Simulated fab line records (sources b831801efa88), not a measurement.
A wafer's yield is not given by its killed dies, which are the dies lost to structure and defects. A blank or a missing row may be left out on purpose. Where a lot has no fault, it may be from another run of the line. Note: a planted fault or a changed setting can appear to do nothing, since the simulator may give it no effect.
A lot that was struck, set against a sound lot    flow sky130    15 steps out of a route of 708
Sound: the wafers L916.1, L916.2, L916.4. Struck: wafer L933.3 (left out: L933.1, a lot-mate that was not struck); the cause follows at the end.
Per side, at each step with rows, come the tool, then ch with its chambers, and then its first start. Under that, the readings that differ: sound wafers    struck wafers    difference of the means    sigmas: that difference in standard deviations of wafers without a fault.
alike: a reading whose means differ by less than 2 such deviations, as well as words and numbers matching on both sides. not compared: withheld readings; readings where some wafer has no value; bounds like >300 that might hide an equal value; numbers whose values overlap and for which the record gives no deviation.
The two part at a step that has a row with sigmas, a row that says differs or no value, or rows on one side only. Numbers that don't overlap but have no deviation are shown without sigmas and don't part them. A reading that every wafer of one side lacks parts them only if that side has two wafers or more.

first, 4 steps without rows for these wafers: SKY_CONTACT_STRIP_19 (strips in O2/N2); SKY_CONTACT_STRIP_20 (strips in post etch residue remover, time 1200 s); SKY_CONTACT_CLEAN_21 (cleans in IPA, time 180 s); SKY_CONTACT_CLEAN_22 (cleans in O3/DIW).
SKY_CONTACT_SPUTTER_23: material TiN, target thk 20 nm, time 80 s.
  sound on pvd_sputter-01, day 32 10:04; struck on pvd_sputter-04, day 37 23:50
  alike: chamber_pressure_pa, throttle_valve_pct
then, 1 step without rows for these wafers: SKY_CONTACT_CVD_24 (deposits W, target thk 340 nm, time 102.12 s).
SKY_CONTACT_RS_MEAS_25: a four-point-probe measurement.
  sound on film_metro-01, day 32 10:14; struck on film_metro-02, day 38 00:01
  alike: CONTACT_W_RS
SKY_CONTACT_THK_MEAS_26: measures by xrf.
  sound on film_metro-01, day 32 10:21; struck on film_metro-02, day 38 00:08
  alike: CONTACT_W_THK
SKY_CONTACT_CMP_27: polishes, stops on SiO2, t overpolish 15 s, target thk 0 nm.
  sound on cmp-01 ch 1,2,3, day 32 10:25; struck on cmp-02 ch 3, day 38 00:14
  alike: edge_zone_pressure_frac, motor_current_A, overpolish_run_s, time_to_endpoint_s
SKY_METAL1_SPUTTER_00: material Ti, target thk 15 nm, time 10 s.
  sound on pvd_sputter-03, day 32 10:43; struck on pvd_sputter-02, day 38 00:29
  alike: chamber_pressure_pa, throttle_valve_pct
then, 1 step without rows for these wafers: SKY_METAL1_SPUTTER_01 (material TiN, target thk 20 nm, time 16.7 s).
SKY_METAL1_SPUTTER_02: material AlCu, target thk 250 nm, time 13.3 s.
  sound on pvd_sputter-03, day 32 10:46; struck on pvd_sputter-02, day 38 00:32
  alike: chamber_pressure_pa, throttle_valve_pct
SKY_METAL1_SPUTTER_03: material Ti, target thk 5 nm, time 3.3 s.
  sound on pvd_sputter-03, day 32 10:47; struck on pvd_sputter-02, day 38 00:34
reading                                    sound             struck  difference  sigmas
model.Ti_of_METAL1_SPUTTER_03.thk_nm (nm)  4.788 4.86 4.865  3.69    -1.15       
  alike: chamber_pressure_pa, throttle_valve_pct
SKY_METAL1_SPUTTER_04: material TiN, target thk 70 nm, time 58.3 s.
  sound on pvd_sputter-03, day 32 10:48; struck on pvd_sputter-02, day 38 00:35
  alike: chamber_pressure_pa, throttle_valve_pct
next, for these wafers, 1 step has no rows: SKY_PAD_OPEN_PROBE_99.

WHERE THEY PART
Nowhere in this record.

WHY: the cause the simulator had injected
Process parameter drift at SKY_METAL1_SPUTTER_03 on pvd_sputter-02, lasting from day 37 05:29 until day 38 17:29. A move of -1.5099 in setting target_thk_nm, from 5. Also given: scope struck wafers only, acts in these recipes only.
